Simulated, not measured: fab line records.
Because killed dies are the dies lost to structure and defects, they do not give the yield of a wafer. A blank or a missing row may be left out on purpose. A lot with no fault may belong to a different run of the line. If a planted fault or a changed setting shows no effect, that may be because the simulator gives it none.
fab line records	flow sfq-line
record lots=15	wafers=45	last-day=94
route steps=325 shown I5@238 M7@283 I7@304 M8@323
lots with no fault: from the same line, run without faults
start-h: start of the lot's first displayed wafer, in hours after the record's first day	wait-h: time in hours since the lot's previous step	" unchanged from the row above	L1.1+2: one row covering several wafers at once	- no value present, or no start provided	* or withheld: withheld	< > ~ a bound
route shown NAME@n: names a module that has steps shown in the file, with the first one's number in the route	usual: the fault-free wafers' mean and standard deviation	same: alike in all rows	chamber/n: place in a boat	sites: per-site readings	_std_site: their standard deviation	_edge_site: inner sites' mean taken away from outer sites' mean	radius-mm: how far each site lies from the wafer's centre	mask NAME#n: copy n	behind: tool/chamber where the wafer was last shaped	hold: why the lot was held/for how many hours/how that ended	device: the n, p or np transistor that did not switch	end of line: the tests these same wafers got at the end of their route	a step without rows: its recipe alone	killed: at the first sort, the dies lost to defects and structure; wafer yield is something else	map: dies across one wafer; x = killed, . = not, _ = none there
set.NAME: the setting that was run; set.NAME@STEP: the one run at that earlier step	model.NAME: the simulator's own value behind a step, which no gauge read
route steps across a sampled set of lots; one table per step, one row per wafer
services: from which hour (start-h, from the record's first day; less than 0 if before it) a tool's chamber was out of use, for how many hours, and why
## steps
# step SFQ_TRILAYER_I5_STRIP_STRIP_148
# recipe gas=O2	power-w=200	platen-temp-c=40	overash-fraction=0.65	chemistry=O2	pressure-mtorr=50
# usual drypump-motor-current-A=5.8/0.61	oes-product-au=0.999/0.0079
lot.wafer	tool	chamber	start-h	wait-h	drypump-motor-current-A	oes-product-au	rf-hours-counter-h
L903.2	rie-metal-02	1	1570.52	-	5.2	0.989	90
L903.5	"	0	"	"	4.6	1.006	-
L903.6	"	1	"	"	5.2	1.001	-
L904.3	rie-metal-03	0	1574.32	-	5.9	1.004	-
L904.5	"	0	"	"	5.9	1.005	-
L904.6	"	1	"	"	5.7	1.005	-
L905.2	rie-metal-01	1	1575.32	-	6.2	0.990	106
L905.3	"	0	"	"	6.6	0.999	-
L905.4	"	1	"	"	6.2	0.989	-
L908.2	rie-metal-02	0	1582.64	-	4.6	0.999	112
L908.3	"	0	"	"	4.7	1.000	-
L908.5	"	1	"	"	5.3	0.995	-
L909.1	rie-metal-02	0	1593.44	-	4.6	0.997	114
L909.5	"	0	"	"	4.6	1.005	-
L909.6	"	1	"	"	5.3	0.989	-
L910.2	rie-metal-03	0	1599.44	-	5.9	1.002	54
L910.3	"	0	"	"	5.9	1.003	-
L910.4	"	1	"	"	5.7	0.996	-
L911.2	rie-metal-01	0	1611.44	-	6.6	1.002	98
L911.5	"	1	"	"	6.2	0.993	-
L911.6	"	0	"	"	6.6	0.997	-
L912.1	rie-metal-02	0	1639.74	-	4.6	1.004	118
L912.2	"	1	"	"	5.3	0.990	97
L912.4	"	1	"	"	5.2	0.990	-
L915.1	rie-metal-02	1	1670.55	-	5.2	0.979	101
L915.2	"	1	"	"	5.2	0.987	-
L915.5	"	1	"	"	5.2	0.989	-
L916.2	rie-metal-03	1	1680.15	-	5.7	1.007	93
L916.4	"	1	"	"	5.7	0.985	-
L916.6	"	0	"	"	5.9	1.007	-
L917.2	rie-metal-02	1	1686.35	-	5.3	0.989	-
L917.3	"	1	"	"	5.3	0.992	-
L917.4	"	1	"	"	5.2	0.998	-
L918.2	rie-metal-01	0	1692.15	-	6.5	1.000	107
L918.4	"	1	"	"	6.1	0.991	-
L918.6	"	1	"	"	6.2	0.998	-
L921.1	rie-metal-02	0	1711.35	-	4.6	1.016	2
L921.2	"	1	"	"	5.3	0.999	106
L921.6	"	1	"	"	5.3	0.989	-
L924.1	rie-metal-01	0	1728.15	-	6.6	1.001	114
L924.2	"	0	"	"	6.5	1.002	-
L924.4	"	0	"	"	6.5	1.003	-
L926.1	rie-metal-01	0	1736.55	-	6.6	1.003	116
L926.4	"	0	"	"	6.6	1.005	-
L926.5	"	0	"	"	6.6	1.010	-
# step SFQ_M7_RS_MEAS_943
# recipe thk-meas-gauge=four-point-probe	reads=Nb_of_TRILAYER_M7_DEP_SPUTTER_175
# usual M7_NB_RS=0.890/0.011
lot.wafer	tool	chamber	start-h	wait-h	M7_NB_RS[ohm/sq]
L903.2	film-metro-02	-	1718.05	0.1	0.892
L903.5	"	-	"	"	0.905
L903.6	"	-	"	"	0.892
L904.3	film-metro-02	-	1721.09	0.1	0.892
L904.5	"	-	"	"	0.891
L904.6	"	-	"	"	0.896
L905.2	film-metro-03	-	1725.67	0.1	0.883
L905.3	"	-	"	"	0.897
L905.4	"	-	"	"	0.888
L908.2	film-metro-02	-	1731.31	0.1	0.906
L908.3	"	-	"	"	0.896
L908.5	"	-	"	"	0.890
L909.1	film-metro-02	-	1737.20	0.0	0.893
L909.5	"	-	"	"	0.888
L909.6	"	-	"	"	0.879
L910.2	film-metro-02	-	1741.33	0.1	0.912
L910.3	"	-	"	"	0.904
L910.4	"	-	"	"	0.901
L911.2	film-metro-02	-	1752.98	0.1	0.874
L911.5	"	-	"	"	0.877
L911.6	"	-	"	"	0.864
L912.1	film-metro-01	-	1885.54	0.0	0.895
L912.2	"	-	"	"	0.899
L912.4	"	-	"	"	0.901
L915.1	film-metro-02	-	1921.83	0.0	0.860
L915.2	"	-	"	"	0.866
L915.5	"	-	"	"	0.862
L916.2	film-metro-02	-	2026.75	0.1	0.883
L916.4	"	-	"	"	0.881
L916.6	"	-	"	"	0.881
L917.2	film-metro-01	-	2032.75	0.1	0.894
L917.3	"	-	"	"	0.893
L917.4	"	-	"	"	0.873
L918.2	film-metro-03	-	2036.35	0.1	0.891
L918.4	"	-	"	"	0.893
L918.6	"	-	"	"	0.897
L921.1	film-metro-02	-	2041.30	0.0	0.890
L921.2	"	-	"	"	0.888
L921.6	"	-	"	"	0.892
L924.1	film-metro-01	-	2047.46	0.0	0.873
L924.2	"	-	"	"	0.891
L924.4	"	-	"	"	0.884
L926.1	film-metro-01	-	2052.18	0.0	0.869
L926.4	"	-	"	"	0.884
L926.5	"	-	"	"	0.887
# step SFQ_TRILAYER_I7_VIA_LITHO_PEB_190
# recipe peb-temp-c=115	peb-time-s=60	resist=KrF
# usual chill-plate-temp-C=22.98/0.11	exhaust-pa=45.1/0.99
lot.wafer	tool	chamber	start-h	wait-h	chill-plate-temp-C	exhaust-pa
L903.2	litho-track-02	0	1863.87	0.8	23.02	44.5
L903.5	"	0	"	"	23.06	45.8
L903.6	"	0	"	"	23.06	44.6
L904.3	litho-track-02	0	1866.30	0.7	22.76	46.5
L904.5	"	0	"	"	22.90	44.8
L904.6	"	0	"	"	22.99	44.3
L905.2	litho-track-03	0	1868.67	0.8	22.84	45.9
L905.3	"	0	"	"	22.80	44.5
L905.4	"	0	"	"	23.05	45.8
L908.2	litho-track-02	0	1875.87	0.8	23.04	44.1
L908.3	"	0	"	"	23.02	43.5
L908.5	"	0	"	"	22.97	44.6
L909.1	litho-track-02	0	1880.65	1.0	22.97	45.6
L909.5	"	0	"	"	22.87	44.9
L909.6	"	0	"	"	23.03	45.8
L910.2	litho-track-02	0	1956.09	0.8	23.08	44.1
L910.3	"	0	"	"	23.27	45.4
L910.4	"	0	"	"	23.03	42.9
L911.2	litho-track-03	0	1982.62	0.8	22.98	45.0
L911.5	"	0	"	"	22.95	47.2
L911.6	"	0	"	"	22.75	46.6
L912.1	litho-track-02	0	2004.94	1.0	22.89	44.4
L912.2	"	0	"	"	22.95	44.2
L912.4	"	0	"	"	22.97	45.4
L915.1	litho-track-03	-	2031.47	1.0	-	-
L915.2	"	-	"	"	-	-
L915.5	"	-	"	"	-	-
L916.2	litho-track-02	-	2040.10	0.8	-	-
L916.4	"	-	"	"	-	-
L916.6	"	-	"	"	-	-
L917.2	litho-track-02	-	2132.87	0.8	-	-
L917.3	"	-	"	"	-	-
L917.4	"	-	"	"	-	-
L918.2	litho-track-02	0	2137.67	0.8	22.96	43.6
L918.4	"	0	"	"	22.89	43.9
L918.6	"	0	"	"	22.86	44.1
L921.1	litho-track-02	0	2142.44	1.0	23.08	46.4
L921.2	"	0	"	"	22.97	45.9
L921.6	"	0	"	"	23.02	45.0
L924.1	litho-track-02	0	2149.64	1.0	23.17	43.7
L924.2	"	0	"	"	22.94	44.2
L924.4	"	0	"	"	23.20	43.9
L926.1	litho-track-02	0	2173.64	1.0	22.94	45.3
L926.4	"	0	"	"	22.90	45.6
L926.5	"	0	"	"	22.91	44.5
# step SFQ_M8_THK_MEAS_950
# recipe thk-meas-gauge=xrf	reads=Au_of_TRILAYER_M8_DEP_EVAP_196
# usual M8_AU_THK=180.8/1.8
lot.wafer	tool	chamber	start-h	wait-h	M8_AU_THK[nm]
L903.2	film-metro-01	-	1958.47	0.1	182.4
L903.5	"	-	"	"	184.8
L903.6	"	-	"	"	183.8
L904.3	film-metro-04	-	1963.28	0.1	179.8
L904.5	"	-	"	"	179.3
L904.6	"	-	"	"	181.7
L905.2	film-metro-02	-	1969.27	0.1	181.4
L905.3	"	-	"	"	181.6
L905.4	"	-	"	"	182.9
L908.2	film-metro-01	-	1982.60	0.1	177.2
L908.3	"	-	"	"	179.6
L908.5	"	-	"	"	180.0
L909.1	film-metro-01	-	1991.74	0.1	181.9
L909.5	"	-	"	"	184.0
L909.6	"	-	"	"	181.7
L910.2	film-metro-01	-	2054.40	0.1	180.9
L910.3	"	-	"	"	182.3
L910.4	"	-	"	"	182.3
L911.2	film-metro-04	-	2073.72	0.1	181.9
L911.5	"	-	"	"	182.6
L911.6	"	-	"	"	182.7
L912.1	film-metro-01	-	2098.04	0.1	179.7
L912.2	"	-	"	"	178.0
L912.4	"	-	"	"	180.5
L915.1	film-metro-01	-	2128.04	0.1	181.8
L915.2	"	-	"	"	182.0
L915.5	"	-	"	"	183.2
L916.2	film-metro-02	-	2135.34	0.1	179.3
L916.4	"	-	"	"	178.7
L916.6	"	-	"	"	179.0
L917.2	film-metro-01	-	2214.45	0.1	181.8
L917.3	"	-	"	"	181.0
L917.4	"	-	"	"	181.3
L918.2	film-metro-02	-	2220.45	0.1	179.1
L918.4	"	-	"	"	179.3
L918.6	"	-	"	"	178.4
L921.1	film-metro-04	-	2226.44	0.1	181.0
L921.2	"	-	"	"	179.5
L921.6	"	-	"	"	180.5
L924.1	film-metro-04	-	2233.64	0.1	178.6
L924.2	"	-	"	"	177.4
L924.4	"	-	"	"	175.8
L926.1	film-metro-01	-	2258.15	0.1	183.5
L926.4	"	-	"	"	181.3
L926.5	"	-	"	"	181.2
## services
tool	chamber	start-h	hours	kind
rie-metal-01	-	1565.83	2.4	repair
rie-metal-02	-	1605.64	0.6	repair
rie-metal-01	1	1624.91	4.8	repair
rie-metal-03	0	1655.09	3.6	repair
rie-metal-03	0	1661.19	9.0	repair
rie-metal-02	0	1666.73	-	clean
rie-metal-02	0	1666.73	-	consumable-replace:esc
rie-metal-02	0	1666.73	-	consumable-replace:focus-ring
rie-metal-02	0	1666.73	27.2	scheduled-down
rie-metal-02	0	1666.73	27.2	vent-cycle
rie-metal-01	1	1711.55	-	clean
rie-metal-01	1	1711.55	-	consumable-replace:focus-ring
rie-metal-01	1	1711.55	28.3	scheduled-down
rie-metal-01	0	1771.21	19.0	repair
rie-metal-03	0	1775.15	9.4	repair
rie-metal-02	-	1810.71	0.4	repair
rie-metal-02	1	1814.28	-	clean
rie-metal-02	1	1814.28	-	consumable-replace:focus-ring
rie-metal-02	1	1814.28	18.2	scheduled-down
rie-metal-02	1	1814.28	18.2	vent-cycle
rie-metal-02	1	1943.00	3.4	repair
rie-metal-03	-	2034.87	28.1	pm
rie-metal-02	-	2060.22	2.8	pm
rie-metal-03	-	2086.19	0.3	repair
## key
first-sign step=SFQ_TRILAYER_I7_VIA_LITHO_PEB_190	reading=tool-record	direction=missing
effect none on later readings
met-at SFQ_TRILAYER_I7_VIA_LITHO_PEB_190
struck-lots L915,L916,L917
not-acting-at SFQ_TRILAYER_I5_STRIP_STRIP_148,SFQ_M7_RS_MEAS_943,SFQ_M8_THK_MEAS_950
onset-between 2004.94 2031.47
fault kind=skipped-step-whole	tool=litho-track-02,litho-track-03	chamber=-	onset-h=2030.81	steps=SFQ_TRILAYER_I7_VIA_LITHO_PEB_190	scope=struck-lots-only
